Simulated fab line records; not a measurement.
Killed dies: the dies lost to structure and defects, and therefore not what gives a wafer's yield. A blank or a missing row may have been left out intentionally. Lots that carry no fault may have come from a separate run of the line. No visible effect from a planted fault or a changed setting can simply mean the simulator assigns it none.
Which tool is to blame? || flow sky130 || 42 wafers from 14 lots sampled at 4 of the route's 708 steps

== WHAT THE GAUGES READ, wafer by wafer ==
SKY_POLY_GATE_CD_MEAS_22. Usual: 149.8 nm for cd-nm, sd 1.6.
{"lot": "L804", "measured": "day 16 22:25", "on": "cd-sem-02", "cd-nm (nm)": "148.7 149.0 148.9", "flag": ""}
{"lot": "L805", "measured": "day 17 08:27", "on": "cd-sem-01", "cd-nm (nm)": "150.8 150.3 148.8", "flag": ""}
{"lot": "L807", "measured": "day 17 14:59", "on": "cd-sem-01", "cd-nm (nm)": "151.8 148.9 146.8", "flag": ""}
{"lot": "L809", "measured": "day 18 12:52", "on": "cd-sem-02", "cd-nm (nm)": "149.1 149.5 147.7", "flag": ""}
{"lot": "L810", "measured": "day 19 01:40", "on": "cd-sem-01", "cd-nm (nm)": "151.1 149.8 147.4", "flag": ""}
{"lot": "L811", "measured": "day 19 14:40", "on": "cd-sem-01", "cd-nm (nm)": "150.4 151.7 152.4", "flag": ""}
{"lot": "L812", "measured": "day 19 17:44", "on": "cd-sem-01", "cd-nm (nm)": "149.7 148.6 149.3", "flag": ""}
{"lot": "L813", "measured": "day 19 20:37", "on": "cd-sem-01", "cd-nm (nm)": "147.6 147.5 147.9", "flag": ""}
{"lot": "L818", "measured": "day 22 01:04", "on": "cd-sem-02", "cd-nm (nm)": "- - -", "flag": "OFF"}
{"lot": "L819", "measured": "day 22 21:26", "on": "cd-sem-02", "cd-nm (nm)": "- - -", "flag": "OFF"}
{"lot": "L820", "measured": "day 23 03:59", "on": "cd-sem-02", "cd-nm (nm)": "152.8 151.3 152.7", "flag": ""}
{"lot": "L823", "measured": "day 23 16:23", "on": "cd-sem-02", "cd-nm (nm)": "150.0 150.8 149.3", "flag": ""}
{"lot": "L824", "measured": "day 25 01:46", "on": "cd-sem-02", "cd-nm (nm)": "148.1 150.7 147.2", "flag": ""}
{"lot": "L825", "measured": "day 25 03:05", "on": "cd-sem-02", "cd-nm (nm)": "151.4 149.7 147.5", "flag": ""}

== WHAT TOOL EACH LOT RAN ON (gives the tool, then ch and the chambers of the sampled wafers, and finally the start) ==
{"lot": "L804", "SKY_FIELD_ISO_ETCH_14": "rie-diel-03 ch 0,1,3, day 2 09:16", "SKY_FIELD_ISO_ETCH_15": "rie-diel-03 ch 0,1,3, day 2 09:19", "SKY_POLY_GATE_PEB_11": "litho-track-02 ch 0, day 16 19:00"}
{"lot": "L805", "SKY_FIELD_ISO_ETCH_14": "rie-diel-03 ch 1,2,3, day 2 15:56", "SKY_FIELD_ISO_ETCH_15": "rie-diel-03 ch 1,2,3, day 2 15:59", "SKY_POLY_GATE_PEB_11": "litho-track-02 ch 0, day 17 05:00"}
{"lot": "L807", "SKY_FIELD_ISO_ETCH_14": "rie-diel-03 ch 1,2,3, day 3 02:20", "SKY_FIELD_ISO_ETCH_15": "rie-diel-03 ch 1,2,3, day 3 02:23", "SKY_POLY_GATE_PEB_11": "litho-track-04 ch 0, day 17 11:00"}
{"lot": "L809", "SKY_FIELD_ISO_ETCH_14": "rie-diel-04 ch 0,2, day 3 12:08", "SKY_FIELD_ISO_ETCH_15": "rie-diel-04 ch 0,2, day 3 12:11", "SKY_POLY_GATE_PEB_11": "litho-track-02 ch 0, day 18 10:00"}
{"lot": "L810", "SKY_FIELD_ISO_ETCH_14": "rie-diel-04 ch 2,3, day 3 18:23", "SKY_FIELD_ISO_ETCH_15": "rie-diel-04 ch 2,3, day 3 18:26", "SKY_POLY_GATE_PEB_11": "litho-track-03 ch 0, day 18 21:00"}
{"lot": "L811", "SKY_FIELD_ISO_ETCH_14": "rie-diel-04 ch 1,2, day 4 01:22", "SKY_FIELD_ISO_ETCH_15": "rie-diel-04 ch 1,2, day 4 01:24", "SKY_POLY_GATE_PEB_11": "litho-track-03 ch 0, day 19 12:00"}
{"lot": "L812", "SKY_FIELD_ISO_ETCH_14": "rie-diel-01 ch 0,3, day 4 03:22", "SKY_FIELD_ISO_ETCH_15": "rie-diel-01 ch 0,3, day 4 03:25", "SKY_POLY_GATE_PEB_11": "litho-track-04 ch 0, day 19 15:00"}
{"lot": "L813", "SKY_FIELD_ISO_ETCH_14": "rie-diel-04 ch 1,2,3, day 4 08:05", "SKY_FIELD_ISO_ETCH_15": "rie-diel-04 ch 1,2,3, day 4 08:08", "SKY_POLY_GATE_PEB_11": "litho-track-04 ch 0, day 19 18:00"}
{"lot": "L818", "SKY_FIELD_ISO_ETCH_14": "rie-diel-03 ch 1,2,3, day 5 14:43", "SKY_FIELD_ISO_ETCH_15": "rie-diel-03 ch 1,2,3, day 5 14:45", "SKY_POLY_GATE_PEB_11": "litho-track-04, day 21 22:00"}
{"lot": "L819", "SKY_FIELD_ISO_ETCH_14": "rie-diel-01 ch 1,2, day 5 22:25", "SKY_FIELD_ISO_ETCH_15": "rie-diel-01 ch 1,2, day 5 22:27", "SKY_POLY_GATE_PEB_11": "litho-track-02, day 22 19:00"}
{"lot": "L820", "SKY_FIELD_ISO_ETCH_14": "rie-diel-03 ch 0,1,2, day 6 01:43", "SKY_FIELD_ISO_ETCH_15": "rie-diel-03 ch 0,1,2, day 6 01:45", "SKY_POLY_GATE_PEB_11": "litho-track-03 ch 0, day 23 01:00"}
{"lot": "L823", "SKY_FIELD_ISO_ETCH_14": "rie-diel-04 ch 0,1,3, day 6 11:16", "SKY_FIELD_ISO_ETCH_15": "rie-diel-04 ch 0,1,3, day 6 11:19", "SKY_POLY_GATE_PEB_11": "litho-track-02 ch 0, day 23 14:00"}
{"lot": "L824", "SKY_FIELD_ISO_ETCH_14": "rie-diel-01 ch 0,1,2, day 7 09:08", "SKY_FIELD_ISO_ETCH_15": "rie-diel-01 ch 0,1,2, day 7 09:11", "SKY_POLY_GATE_PEB_11": "litho-track-02 ch 0, day 24 23:00"}
{"lot": "L825", "SKY_FIELD_ISO_ETCH_14": "rie-diel-01 ch 0,1, day 7 10:43", "SKY_FIELD_ISO_ETCH_15": "rie-diel-01 ch 0,1, day 7 10:45", "SKY_POLY_GATE_PEB_11": "litho-track-02 ch 0, day 25 00:00"}
- SKY_FIELD_ISO_ETCH_14: etches BARC in N2/H2, stops on SiO2, time 45.9 s, target depth 60 nm.
- SKY_FIELD_ISO_ETCH_15: etches the open film in CHF3/O2, stops on Si, target depth 180 nm, time 72 s.
- SKY_POLY_GATE_PEB_11

== AS READ BY THE TOOLS THEMSELVES (means over the sampled wafers that have a number; for cases with no such wafer, the mark the record gives instead) ==
SKY_FIELD_ISO_ETCH_14. Usual: drypump-motor-current-A 5.8 A, standard deviation 0.44; oes-product-au 0.855 a.u., standard deviation 0.0047; throttle-valve-pct 13.225 %, standard deviation 0.0088.
{"lot": "L804", "tool": "rie-diel-03", "drypump-motor-current-A (A)": 5.6, "oes-product-au (a.u.)": 0.861, "throttle-valve-pct (%)": 13.226, "flag": ""}
{"lot": "L805", "tool": "rie-diel-03", "drypump-motor-current-A (A)": 5.4, "oes-product-au (a.u.)": 0.851, "throttle-valve-pct (%)": 13.219, "flag": ""}
{"lot": "L807", "tool": "rie-diel-03", "drypump-motor-current-A (A)": 5.4, "oes-product-au (a.u.)": 0.852, "throttle-valve-pct (%)": 13.225, "flag": ""}
{"lot": "L809", "tool": "rie-diel-04", "drypump-motor-current-A (A)": 6.0, "oes-product-au (a.u.)": 0.852, "throttle-valve-pct (%)": 13.231, "flag": ""}
{"lot": "L810", "tool": "rie-diel-04", "drypump-motor-current-A (A)": 5.7, "oes-product-au (a.u.)": 0.860, "throttle-valve-pct (%)": 13.234, "flag": ""}
{"lot": "L811", "tool": "rie-diel-04", "drypump-motor-current-A (A)": 6.2, "oes-product-au (a.u.)": 0.855, "throttle-valve-pct (%)": 13.221, "flag": ""}
{"lot": "L812", "tool": "rie-diel-01", "drypump-motor-current-A (A)": 6.5, "oes-product-au (a.u.)": 0.855, "throttle-valve-pct (%)": 13.222, "flag": ""}
{"lot": "L813", "tool": "rie-diel-04", "drypump-motor-current-A (A)": 5.9, "oes-product-au (a.u.)": 0.861, "throttle-valve-pct (%)": 13.230, "flag": ""}
{"lot": "L818", "tool": "rie-diel-03", "drypump-motor-current-A (A)": 5.4, "oes-product-au (a.u.)": 0.856, "throttle-valve-pct (%)": 13.228, "flag": ""}
{"lot": "L819", "tool": "rie-diel-01", "drypump-motor-current-A (A)": 6.0, "oes-product-au (a.u.)": 0.852, "throttle-valve-pct (%)": 13.227, "flag": ""}
{"lot": "L820", "tool": "rie-diel-03", "drypump-motor-current-A (A)": 5.4, "oes-product-au (a.u.)": 0.852, "throttle-valve-pct (%)": 13.221, "flag": ""}
{"lot": "L823", "tool": "rie-diel-04", "drypump-motor-current-A (A)": 6.1, "oes-product-au (a.u.)": 0.855, "throttle-valve-pct (%)": 13.229, "flag": ""}
{"lot": "L824", "tool": "rie-diel-01", "drypump-motor-current-A (A)": 6.0, "oes-product-au (a.u.)": 0.854, "throttle-valve-pct (%)": 13.227, "flag": ""}
{"lot": "L825", "tool": "rie-diel-01", "drypump-motor-current-A (A)": 5.8, "oes-product-au (a.u.)": 0.853, "throttle-valve-pct (%)": 13.226, "flag": ""}

SKY_FIELD_ISO_ETCH_15. Usual: drypump-motor-current-A 5.8 A, standard deviation 0.44; oes-product-au 0.965 a.u., standard deviation 0.0072; throttle-valve-pct 8.849 %, standard deviation 0.0085.
{"lot": "L804", "tool": "rie-diel-03", "drypump-motor-current-A (A)": 5.7, "oes-product-au (a.u.)": 0.967, "throttle-valve-pct (%)": 8.855, "flag": ""}
{"lot": "L805", "tool": "rie-diel-03", "drypump-motor-current-A (A)": 5.4, "oes-product-au (a.u.)": 0.969, "throttle-valve-pct (%)": 8.853, "flag": ""}
{"lot": "L807", "tool": "rie-diel-03", "drypump-motor-current-A (A)": 5.4, "oes-product-au (a.u.)": 0.968, "throttle-valve-pct (%)": 8.852, "flag": ""}
{"lot": "L809", "tool": "rie-diel-04", "drypump-motor-current-A (A)": 6.0, "oes-product-au (a.u.)": 0.970, "throttle-valve-pct (%)": 8.856, "flag": ""}
{"lot": "L810", "tool": "rie-diel-04", "drypump-motor-current-A (A)": 5.7, "oes-product-au (a.u.)": 0.973, "throttle-valve-pct (%)": 8.850, "flag": ""}
{"lot": "L811", "tool": "rie-diel-04", "drypump-motor-current-A (A)": 6.2, "oes-product-au (a.u.)": 0.963, "throttle-valve-pct (%)": 8.850, "flag": ""}
{"lot": "L812", "tool": "rie-diel-01", "drypump-motor-current-A (A)": 6.5, "oes-product-au (a.u.)": 0.964, "throttle-valve-pct (%)": 8.848, "flag": ""}
{"lot": "L813", "tool": "rie-diel-04", "drypump-motor-current-A (A)": 5.9, "oes-product-au (a.u.)": 0.966, "throttle-valve-pct (%)": 8.853, "flag": ""}
{"lot": "L818", "tool": "rie-diel-03", "drypump-motor-current-A (A)": 5.4, "oes-product-au (a.u.)": 0.955, "throttle-valve-pct (%)": 8.846, "flag": ""}
{"lot": "L819", "tool": "rie-diel-01", "drypump-motor-current-A (A)": 6.0, "oes-product-au (a.u.)": 0.967, "throttle-valve-pct (%)": 8.847, "flag": ""}
{"lot": "L820", "tool": "rie-diel-03", "drypump-motor-current-A (A)": 5.4, "oes-product-au (a.u.)": 0.962, "throttle-valve-pct (%)": 8.853, "flag": ""}
{"lot": "L823", "tool": "rie-diel-04", "drypump-motor-current-A (A)": 6.1, "oes-product-au (a.u.)": 0.966, "throttle-valve-pct (%)": 8.850, "flag": ""}
{"lot": "L824", "tool": "rie-diel-01", "drypump-motor-current-A (A)": 6.0, "oes-product-au (a.u.)": 0.972, "throttle-valve-pct (%)": 8.848, "flag": ""}
{"lot": "L825", "tool": "rie-diel-01", "drypump-motor-current-A (A)": 5.8, "oes-product-au (a.u.)": 0.962, "throttle-valve-pct (%)": 8.848, "flag": ""}

SKY_POLY_GATE_PEB_11. Usual: 45.1 Pa for exhaust-pa, sd 0.92.
{"lot": "L804", "tool": "litho-track-02", "exhaust-pa (Pa)": 45.0, "flag": ""}
{"lot": "L805", "tool": "litho-track-02", "exhaust-pa (Pa)": 46.4, "flag": ""}
{"lot": "L807", "tool": "litho-track-04", "exhaust-pa (Pa)": 44.4, "flag": ""}
{"lot": "L809", "tool": "litho-track-02", "exhaust-pa (Pa)": 44.6, "flag": ""}
{"lot": "L810", "tool": "litho-track-03", "exhaust-pa (Pa)": 44.8, "flag": ""}
{"lot": "L811", "tool": "litho-track-03", "exhaust-pa (Pa)": 44.9, "flag": ""}
{"lot": "L812", "tool": "litho-track-04", "exhaust-pa (Pa)": 44.4, "flag": ""}
{"lot": "L813", "tool": "litho-track-04", "exhaust-pa (Pa)": 44.9, "flag": ""}
{"lot": "L818", "tool": "litho-track-04", "exhaust-pa (Pa)": "-", "flag": "OFF"}
{"lot": "L819", "tool": "litho-track-02", "exhaust-pa (Pa)": "-", "flag": "OFF"}
{"lot": "L820", "tool": "litho-track-03", "exhaust-pa (Pa)": 44.0, "flag": ""}
{"lot": "L823", "tool": "litho-track-02", "exhaust-pa (Pa)": 45.6, "flag": ""}
{"lot": "L824", "tool": "litho-track-02", "exhaust-pa (Pa)": 43.5, "flag": ""}
{"lot": "L825", "tool": "litho-track-02", "exhaust-pa (Pa)": 46.6, "flag": ""}

== THE ANSWER, worked out from the rows above alone ==
Rule: lot off if the mean of its wafers having a number is beyond 3 standard deviations from the usual mean. Also off: a lot with no number at a reading for which 4 or more lots have one. Where the step has rows for the other lots, those lots are counted as sound. After the gauges, taken in route order, come the tools' own readings; for these a lot's mean is taken, as printed above. The first step at which some lot is off is used, and at that step the reading that is off furthest; a lot without a number counts as furthest.
Off at SKY_POLY_GATE_CD_MEAS_22 (cd-nm): L818, L819. Without a number there: L818, L819.
A tool fits if, at a process step before that reading, it ran every lot that is off, and no sound lot after the first of them. The gauges at SKY_POLY_GATE_CD_MEAS_22 aren't tried: what is off there is off at SKY_POLY_GATE_PEB_11 too, on other tools, and a gauge's error can't cause that. No candidate that was tried fits.

== WHAT THE SIMULATOR HAD INSERTED ==
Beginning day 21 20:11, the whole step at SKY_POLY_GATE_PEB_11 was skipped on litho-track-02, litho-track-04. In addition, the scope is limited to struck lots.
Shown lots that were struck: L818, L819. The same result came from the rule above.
